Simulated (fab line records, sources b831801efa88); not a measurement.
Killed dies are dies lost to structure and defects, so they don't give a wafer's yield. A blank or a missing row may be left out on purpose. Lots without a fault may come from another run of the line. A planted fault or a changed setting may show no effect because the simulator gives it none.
A struck lot beside a sound one | flow sky130 | 18 steps out of a route of 708
Sound: wafers L351.1, L351.4, L351.5. Struck: wafer L369.2. (L369.4 of the same lot was not struck and is left out.) The cause comes at the end.
At each step with rows: each side's tool, then ch and its chambers, then its first start. Under that, the readings that differ: sound wafers | struck wafers | difference of the means | sigmas: that difference in standard deviations of wafers without a fault.
alike: readings whose means differ by less than 2 such deviations, and words and numbers that are the same on both sides. not compared: withheld readings, readings that some wafer has no value for, bounds like >300 that may hide the same value, and numbers for which the record gives no deviation and whose values overlap.
The two part at a step that has a row with sigmas, a row that says differs or no value, or rows on one side only. Numbers that don't overlap but have no deviation are shown without sigmas and don't part them. A reading that every wafer of one side lacks parts them only if that side has two wafers or more.

first, 3 steps without rows for these wafers: SKY_LI_CONTACT_EXPOSE_09 (exposes mask LICM1, target cd 170 nm); SKY_LI_CONTACT_PEB_10; SKY_LI_CONTACT_DEVELOP_11 (develop time 60 s).
SKY_LI_CONTACT_CD_MEAS_12: target cd 170 nm.
  sound on cd_sem-02, day 29 20:59; struck on cd_sem-01, day 35 00:01
  alike: cd_nm
SKY_LI_CONTACT_OVL_MEAS_13:
  sound on overlay-01, day 29 21:06; struck on overlay-02, day 35 00:07
  reading             | sound    | struck | difference | sigmas
  LI_CONTACT_OVL (nm) | 18 12 14 | -5     | -20        | -3
SKY_LI_CONTACT_ETCH_14: etches BARC in N2/H2, stops on SiO2, time 45.9 s, target depth 60 nm.
  sound on rie_diel-02 ch 0,1,2, day 29 21:08; struck on rie_diel-01 ch 0, day 35 00:09
  alike: drypump_motor_current_A, oes_product_au, throttle_valve_pct
  not compared: rf_hours_counter_h
SKY_LI_CONTACT_ETCH_15: etches PSG in C4F8/O2/Ar, stops on Si, target depth 600 nm.
  sound on rie_diel-02 ch 0,1,2, day 29 21:11; struck on rie_diel-01 ch 0, day 35 00:12
  alike: oes_product_au
then, 3 steps without rows for these wafers: SKY_LI_CONTACT_STRIP_16 (strips in O2/N2); SKY_LI_CONTACT_CLEAN_17 (cleans in NMP, time 600 s); SKY_LI_CONTACT_PRE_CLEAN_18 (time 5.6 s).
SKY_LI_CONTACT_SPUTTER_19: material Ti, target thk 20 nm, time 106.37 s.
  sound on pvd_sputter-03, day 29 21:34; struck on pvd_sputter-04, day 35 00:35
  alike: throttle_valve_pct
SKY_LI_CONTACT_SPUTTER_20: material TiN, target thk 20 nm, time 80 s.
  sound on pvd_sputter-03, day 29 21:38; struck on pvd_sputter-04, day 35 00:39
  alike: throttle_valve_pct
SKY_LI_CONTACT_CVD_21: deposits W, target thk 400 nm, time 120.56 s.
  sound on cvd_w-02 ch 0,1, day 29 21:41; struck on cvd_w-02 ch 0, day 35 00:43
  reading                                  | sound         | struck | difference | sigmas
  model.W_of_LI_CONTACT_CVD_21.thk_nm (nm) | 396 396 389.2 | 222.9  | -170.8     |
  alike: heater_power_w
SKY_LI_CONTACT_RS_MEAS_22: measures by four-point-probe.
  sound on film_metro-03, day 29 21:49; struck on film_metro-02, day 35 00:52
  reading                  | sound                | struck | difference | sigmas
  LI_CONTACT_W_RS (ohm/sq) | 0.2888 0.2883 0.2926 | 0.5125 | +0.2226    | +93
SKY_LI_CONTACT_THK_MEAS_23: measures by xrf.
  sound on film_metro-03, day 29 21:56; struck on film_metro-02, day 35 00:58
  reading               | sound       | struck | difference | sigmas
  LI_CONTACT_W_THK (nm) | 376 379 372 | 218    | -158       | -31
SKY_LI_CONTACT_CMP_24: polishes, stops on PSG, t overpolish 20 s, target thk 0 nm.
  sound on cmp-02 ch 0,1,2, day 29 22:06; struck on cmp-01 ch 1, day 35 01:01
  reading                | sound    | struck | difference | sigmas
  time_to_endpoint_s (s) | 97 99 91 | 49     | -47        | -11
  alike: head_pressure_psi, motor_current_A, slurry_flow_ml_min
SKY_LOCAL_INTERCONNECT_SPUTTER_00: material TiN, target thk 100 nm, time 83.3 s.
  sound on pvd_sputter-04, day 29 22:18; struck on pvd_sputter-02, day 35 01:19
  alike: throttle_valve_pct
-- the record jumps here: 15 days lie between the struck wafers' starts before and after (it left off in module LOCAL_INTERCONNECT and takes up again in module PAD_OPEN, whose first step shown is number 708 of the route) --
SKY_PAD_OPEN_PROBE_99:
  sound on prober-02, day 46 08:17; struck on prober-02, day 50 00:52
  alike: killed_at_M0_to_M3, killed_at_M4_up, killed_at_contacts, killed_at_front_end, killed_at_other, killed_dies, killed_on_rim, killed_open, killed_short

WHERE THEY PART
First at SKY_LI_CONTACT_OVL_MEAS_13; last, within this record, at SKY_LI_CONTACT_CMP_24. Later steps at which nothing parts them and some readings are alike: SKY_LOCAL_INTERCONNECT_SPUTTER_00, SKY_PAD_OPEN_PROBE_99.

WHY: what the simulator had put in
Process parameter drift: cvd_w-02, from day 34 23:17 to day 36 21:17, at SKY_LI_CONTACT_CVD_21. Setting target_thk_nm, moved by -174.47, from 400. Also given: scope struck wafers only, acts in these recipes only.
